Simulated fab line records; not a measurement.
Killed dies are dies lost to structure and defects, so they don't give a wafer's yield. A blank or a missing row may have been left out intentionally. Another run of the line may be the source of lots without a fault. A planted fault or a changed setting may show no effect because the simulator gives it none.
fab line records	flow sky130
record: lots: 14	wafers: 42	last_day: 50
route steps=708 shown NWELL@62 CONTACT@421 METAL1@436
lots untouched by any fault: they come from a run of this same line in which no faults occurred
start_h: the number of hours between the record's first day and the start of the first shown wafer of the lot	wait_h: how many hours have passed since the lot's step before this one	" repeats the value in the row above	L1.1+2: a single row standing in for several wafers	- no value, or no start was given	* or withheld: withheld	< > ~ a bound
route shown NAME@n: NAME is a module with steps in the file, n the number in the route of the first one	usual: mean/standard deviation taken from wafers without a fault	same: alike in all rows	chamber/n: place in a boat	sites: the reading at each site	_std_site: the values' standard deviation	_edge_site: inner sites' mean taken away from outer sites' mean	radius_mm: how far each site lies from the wafer's centre	mask NAME#n: copy n	behind: the last tool/chamber to shape the wafer	hold: what put the lot on hold/how long, in hours/how the hold closed	device: transistor that didn't switch, given as n, p or np	end of line: the same wafers' tests at the end of the route	where a step has no rows: the recipe by itself	killed: not the wafer's yield, but the dies lost to structure and defects at the first sort	map: the dies of a wafer, with x for killed, . for not killed, _ for no die there
set.NAME: the setting the step ran with; set.NAME@STEP: the setting that earlier step ran with	model.NAME: the simulator's own value behind a step, which no gauge read
one table for each step of the route and one row for each wafer, over a sample of lots
services: from which hour (start_h, from the record's first day; less than 0 if before it) a tool's chamber was out of use, for how many hours, and why
== steps ==
step: SKY_NWELL_DEVELOP_09
recipe: wall_angle_deg: 90	developer: TMAH	develop_time_s: 60	dev_temp_c: 23
usual: chill_plate_temp_C: 22.98/0.1	develop_time_s: 60/0	exhaust_pa: 45.0/0.86
lot.wafer	tool	chamber	start_h	wait_h	chill_plate_temp_C	develop_time_s	exhaust_pa
L564.2	litho_track-02	0	90	-	22.91	60	44.4
L564.3	"	0	"	"	22.90	60	43.1
L564.5	"	0	"	"	22.93	60	45.3
L567.1	litho_track-04	0	107	-	22.86	60	45.6
L567.2	"	0	"	"	22.95	60	45.5
L567.3	"	0	"	"	23.05	60	45.7
L568.3	litho_track-01	0	115	-	23.01	60	46.1
L568.4	"	0	"	"	23.28	60	45.6
L568.5	"	0	"	"	23.10	60	45.9
L569.2	litho_track-04	0	117	-	23.05	60	45.4
L569.4	"	0	"	"	23.07	60	43.2
L569.6	"	0	"	"	22.98	60	45.5
L570.2	litho_track-04	0	126	-	22.98	60	46.1
L570.3	"	0	"	"	23.04	60	44.9
L570.4	"	0	"	"	23.11	60	46.5
L571.2	litho_track-02	0	132	-	22.95	60	44.3
L571.3	"	0	"	"	22.98	60	44.8
L571.4	"	0	"	"	22.89	60	45.0
L572.1	litho_track-04	0	140	-	23.04	60	43.1
L572.4	"	0	"	"	22.99	60	44.9
L572.5	"	0	"	"	23.09	60	44.4
L573.1	litho_track-01	0	142	-	22.84	60	45.0
L573.3	"	0	"	"	22.92	60	44.4
L573.4	"	0	"	"	22.90	60	44.4
L576.1	litho_track-02	-	160	-	-	-	-
L576.3	"	-	"	"	-	-	-
L576.6	"	-	"	"	-	-	-
L577.3	litho_track-04	-	166	-	-	-	-
L577.5	"	-	"	"	-	-	-
L577.6	"	-	"	"	-	-	-
L583.1	litho_track-04	0	199	-	22.99	60	44.7
L583.2	"	0	"	"	23.04	60	45.9
L583.4	"	0	"	"	23.01	60	45.4
L584.1	litho_track-01	0	206	-	22.84	60	44.6
L584.2	"	0	"	"	23.01	60	45.2
L584.6	"	0	"	"	22.91	60	45.0
L585.1	litho_track-02	0	211	-	22.96	60	44.9
L585.4	"	0	"	"	22.99	60	44.5
L585.6	"	0	"	"	22.92	60	45.4
L586.2	litho_track-04	0	215	-	23.08	60	44.9
L586.5	"	0	"	"	22.88	60	43.7
L586.6	"	0	"	"	22.98	60	43.6
step: SKY_NWELL_STRIP_25
recipe: chemistry: O2/N2	power_w: 1400	pressure_mtorr: 1500	platen_temp_c: withheld	o2_flow_sccm: 3000	n2_flow_sccm: 300	overash_fraction: 0.5
usual: drypump_motor_current_A: 5.7/0.37	n2_flow_sccm: 300.1/0.89	oes_product_au: 0.722/0.005	strip_time_to_endpoint_s: 36.90/0.12
lot.wafer	tool	chamber	start_h	wait_h	drypump_motor_current_A	n2_flow_sccm	oes_product_au	rf_hours_counter_h	strip_time_to_endpoint_s
L564.2	plasma_asher-03	0	109.18	0.1	6.4	300.7	0.727	30	36.96
L564.3	"	1	"	"	5.3	299.6	0.720	-	36.99
L564.5	"	1	"	"	5.3	298.2	0.719	-	36.89
L567.1	plasma_asher-02	0	126.33	0.1	5.4	299.1	0.714	1	36.73
L567.2	"	1	"	"	5.6	301.2	0.720	1	36.71
L567.3	"	1	"	"	5.6	300.2	0.724	-	36.69
L568.3	plasma_asher-03	1	135.28	0.1	5.3	300.8	0.726	-	36.96
L568.4	"	0	"	"	6.4	299.7	0.724	-	36.94
L568.5	"	0	"	"	6.4	300.6	0.729	-	37.07
L569.2	plasma_asher-02	0	137.59	0.1	5.4	301.1	0.728	2	36.76
L569.4	"	0	"	"	5.4	301.0	0.724	-	36.86
L569.6	"	0	"	"	5.4	300.3	0.725	-	36.83
L570.2	plasma_asher-01	1	146.63	0.1	5.9	299.5	0.733	50	36.86
L570.3	"	1	"	"	6.0	300.1	0.723	-	36.87
L570.4	"	0	"	"	5.8	299.4	0.716	-	36.82
L571.2	plasma_asher-03	0	152.19	0.1	6.4	302.2	0.724	35	36.91
L571.3	"	0	"	"	6.4	300.8	0.718	-	36.88
L571.4	"	1	"	"	5.3	299.5	0.723	-	36.89
L572.1	plasma_asher-02	1	161.64	0.1	5.7	298.9	0.727	4	37.07
L572.4	"	0	"	"	5.4	300.4	0.725	-	37.06
L572.5	"	0	"	"	5.4	300.5	0.724	-	37.06
L573.1	plasma_asher-03	1	162.49	0.1	5.3	299.3	0.721	36	36.99
L573.3	"	1	"	"	5.3	298.6	0.718	-	37.05
L573.4	"	0	"	"	6.4	299.0	0.728	-	36.98
L576.1	plasma_asher-02	0	182.24	0.1	5.4	301.2	0.717	6	36.83
L576.3	"	1	"	"	5.7	300.5	0.716	-	36.89
L576.6	"	0	"	"	5.4	301.9	0.718	-	36.70
L577.3	plasma_asher-02	0	186.53	0.1	5.4	300.8	0.716	-	37.08
L577.5	"	0	"	"	5.4	299.5	0.720	-	37.04
L577.6	"	1	"	"	5.7	299.6	0.719	-	36.96
L583.1	plasma_asher-02	0	222.83	0.1	5.4	300.9	0.716	11	37.07
L583.2	"	1	"	"	5.7	299.1	0.726	11	37.11
L583.4	"	1	"	"	5.6	298.0	0.720	-	37.01
L584.1	plasma_asher-01	1	229.48	0.1	5.9	300.4	0.719	58	36.71
L584.2	"	0	"	"	5.8	299.5	0.716	58	36.84
L584.6	"	0	"	"	5.8	300.0	0.729	-	36.77
L585.1	plasma_asher-02	1	234.69	0.1	5.7	298.8	0.727	12	36.93
L585.4	"	0	"	"	5.4	300.7	0.726	-	36.94
L585.6	"	0	"	"	5.4	300.8	0.724	-	36.99
L586.2	plasma_asher-02	1	238.09	0.1	5.7	300.5	0.731	12	36.73
L586.5	"	0	"	"	5.4	300.2	0.723	-	36.77
L586.6	"	1	"	"	5.7	300.3	0.722	-	36.74
step: SKY_CONTACT_OVL_MEAS_15
usual: CONTACT_OVL: 2/5.2
lot.wafer	tool	chamber	start_h	wait_h	CONTACT_OVL[nm]
L564.2	overlay-01	-	740.73	0.1	-2
L564.3	"	-	"	"	-10
L564.5	"	-	"	"	-8
L567.1	overlay-02	-	758.62	0.1	0
L567.2	"	-	"	"	11
L567.3	"	-	"	"	-2
L568.3	overlay-01	-	772.08	0.1	-5
L568.4	"	-	"	"	-6
L568.5	"	-	"	"	6
L569.2	overlay-01	-	783.62	0.1	2
L569.4	"	-	"	"	1
L569.6	"	-	"	"	6
L570.2	overlay-01	-	791.03	0.1	3
L570.3	"	-	"	"	7
L570.4	"	-	"	"	3
L571.2	overlay-02	-	801.47	0.1	-5
L571.3	"	-	"	"	-13
L571.4	"	-	"	"	-3
L573.1	overlay-01	-	809.08	0.1	6
L573.3	"	-	"	"	7
L573.4	"	-	"	"	-6
L572.1	overlay-01	-	811.63	0.1	5
L572.4	"	-	"	"	4
L572.5	"	-	"	"	6
L576.1	overlay-02	-	838.24	0.1	2
L576.3	"	-	"	"	0
L576.6	"	-	"	"	5
L577.3	overlay-02	-	846.53	0.1	6
L577.5	"	-	"	"	2
L577.6	"	-	"	"	7
L583.1	overlay-01	-	883.03	0.1	-5
L583.2	"	-	"	"	0
L583.4	"	-	"	"	-8
L584.1	overlay-01	-	890.08	0.1	-8
L584.2	"	-	"	"	-6
L584.6	"	-	"	"	-11
L585.1	overlay-02	-	893.99	0.1	4
L585.4	"	-	"	"	8
L585.6	"	-	"	"	8
L586.2	overlay-02	-	898.20	0.1	14
L586.5	"	-	"	"	3
L586.6	"	-	"	"	7
step: SKY_METAL1_SPUTTER_02
recipe: material: AlCu	target_thk_nm: 250	power_w: 10600	time_s: 13.3	chamber_pressure_pa: 0.4
usual: cathode_dc_power_W: 10600/2	throttle_valve_pct: 30.6/0.81
lot.wafer	tool	chamber	start_h	wait_h	cathode_dc_power_W	throttle_valve_pct
L564.2	pvd_sputter-04	-	742.19	0.0	10599	30.8
L564.3	"	-	"	"	10599	31.2
L564.5	"	-	"	"	10598	30.5
L567.1	pvd_sputter-04	-	760.09	0.0	10602	30.5
L567.2	"	-	"	"	10603	30.8
L567.3	"	-	"	"	10599	30.7
L568.3	pvd_sputter-04	-	773.54	0.0	10600	30.3
L568.4	"	-	"	"	10599	30.9
L568.5	"	-	"	"	10598	30.3
L569.2	pvd_sputter-01	-	785.07	0.0	10600	30.5
L569.4	"	-	"	"	10605	32.1
L569.6	"	-	"	"	10597	31.6
L570.2	pvd_sputter-03	-	792.49	0.0	10600	31.5
L570.3	"	-	"	"	10601	29.6
L570.4	"	-	"	"	10601	30.8
L571.2	pvd_sputter-03	-	803.14	0.0	10599	30.5
L571.3	"	-	"	"	10600	29.5
L571.4	"	-	"	"	10603	29.6
L573.1	pvd_sputter-01	-	810.54	0.0	10599	30.1
L573.3	"	-	"	"	10603	28.9
L573.4	"	-	"	"	10600	30.8
L572.1	pvd_sputter-04	-	813.10	0.0	10600	30.8
L572.4	"	-	"	"	10601	30.9
L572.5	"	-	"	"	10600	30.4
L576.1	pvd_sputter-04	-	839.77	0.0	10596	31.0
L576.3	"	-	"	"	10605	30.9
L576.6	"	-	"	"	10601	31.1
L577.3	pvd_sputter-01	-	848.41	0.0	10597	31.7
L577.5	"	-	"	"	10600	31.4
L577.6	"	-	"	"	10600	29.1
L583.1	pvd_sputter-01	-	884.57	0.0	10602	30.8
L583.2	"	-	"	"	10597	30.3
L583.4	"	-	"	"	10604	29.1
L584.1	pvd_sputter-01	-	891.58	0.0	10599	31.7
L584.2	"	-	"	"	10599	29.1
L584.6	"	-	"	"	10601	29.0
L585.1	pvd_sputter-04	-	895.46	0.0	10601	30.4
L585.4	"	-	"	"	10598	30.8
L585.6	"	-	"	"	10603	30.8
L586.2	pvd_sputter-04	-	899.77	0.0	10601	30.2
L586.5	"	-	"	"	10599	30.3
L586.6	"	-	"	"	10599	31.1
== services ==
tool	chamber	start_h	hours	kind
pvd_sputter-04	-	68.11	2.0	repair
plasma_asher-02	-	108.75	9.0	pm
pvd_sputter-01	-	140.57	0.6	repair
pvd_sputter-04	-	162.49	1.0	repair
pvd_sputter-01	-	188.05	15.1	repair
plasma_asher-02	-	239.26	2.6	repair
pvd_sputter-01	-	277.34	2.7	repair
pvd_sputter-01	-	320.55	3.4	repair
plasma_asher-02	-	328.44	4.4	repair
pvd_sputter-04	-	342.76	3.3	repair
pvd_sputter-04	-	373.40	5.0	repair
pvd_sputter-01	-	418.70	2.7	repair
plasma_asher-02	-	446.53	1.2	repair
pvd_sputter-01	-	508.37	3.7	repair
plasma_asher-02	-	581.46	103.8	repair
plasma_asher-02	-	648.52	0.9	repair
pvd_sputter-04	-	653.75	1.5	repair
plasma_asher-02	-	734.70	1.1	repair
plasma_asher-02	-	751.07	14.6	pm
pvd_sputter-01	-	775.36	1.7	repair
plasma_asher-02	-	796.57	3.4	repair
pvd_sputter-01	-	801.59	0.9	repair
pvd_sputter-04	-	808.97	1.4	repair
pvd_sputter-04	-	816.75	6.7	repair
== key ==
first_sign: step: SKY_NWELL_DEVELOP_09	reading: tool_record	direction: missing
effect none on later readings
met_at SKY_NWELL_DEVELOP_09
struck_lots L576,L577
sort_left_out L576.1,L576.3,L576.6,L577.3,L577.5,L577.6
tester_left_out L576,L577
not_acting_at SKY_NWELL_STRIP_25,SKY_CONTACT_OVL_MEAS_15,SKY_METAL1_SPUTTER_02
onset_between 140 160
fault: kind: skipped_step_whole	tool: litho_track-02,litho_track-04	chamber: -	onset_h: 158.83	steps: SKY_NWELL_DEVELOP_09	scope: struck_lots_only
tester_left_out: of these lots the tester's yield and bins aren't shown, on N5 and GAA mostly nor the transistor test; their killed dies are dies lost to structure and defects alone, not to doping, threshold or leakage, so they don't give the yield
sort_left_out: the simulated sort isn't trusted on such a fault, so these wafers' sort isn't shown, and their yield isn't known
